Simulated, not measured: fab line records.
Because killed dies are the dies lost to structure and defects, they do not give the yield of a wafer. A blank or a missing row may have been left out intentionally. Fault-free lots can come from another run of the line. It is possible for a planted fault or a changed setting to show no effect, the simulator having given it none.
Chamber matching    flow gf180mcu    pecvd-02 running GF_SAB_CVD_00: 3 sister chambers
The step deposits SiO2 from TEOS, target thk 50 nm, time 4.9302 s. 16 wafers are shown with their chamber, then 8 later ones without.

WAFERS, EACH WITH ITS CHAMBER
wafer   chamber  heater power w (W)
L081.1  2        501
L081.2  0        677
L081.3  1        611
L085.2  1        577
L085.4  2        568
L085.6  1        566
L086.1  1        621
L086.2  2        480
L086.4  0        596
L088.1  1        554
L088.3  2        545
L088.4  0        577
L089.2  2        483
L089.3  1        598
L089.5  0        680
L092.1  2        547

SIGNATURES, as means of the wafers listed above
reading         chamber 0  chamber 1  chamber 2  scatter within a chamber
heater power w  632.50     587.83     520.67     38.3
Rule: a wafer lies at a distance from a chamber equal to the root of the sum of squares, over the readings, of (its reading less the chamber's mean, divided by the reading's scatter). If the next closest chamber is less than 2 further off than the closest, the wafer can't be placed; otherwise it belongs to the closest. The scatter: take each reading less its chamber's mean, square it, sum over the shown wafers, divide by the number of wafers less the number of chambers, and take the root.

WAFERS WITHOUT THEIR CHAMBER
wafer   heater power w (W)
L092.2  591
L092.4  597
L096.3  644
L096.5  662
L096.6  516
L097.1  552
L097.2  625
L097.4  555

WHICH CHAMBER EACH WENT THROUGH
wafer   from the rows above           in truth
L092.2  can't be placed: 1 or 0 or 2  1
L092.4  can't be placed: 1 or 0 or 2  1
L096.3  can't be placed: 0 or 1       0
L096.5  can't be placed: 0 or 1       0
L096.6  can't be placed: 2 or 1       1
L097.1  can't be placed: 2 or 1 or 0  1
L097.2  can't be placed: 0 or 1       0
L097.4  can't be placed: 1 or 2 or 0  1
Placed correctly: 0 of 8. Cannot be placed on the basis of these rows: 8; the candidates contain the true chamber in 8. Placed wrongly: 0.
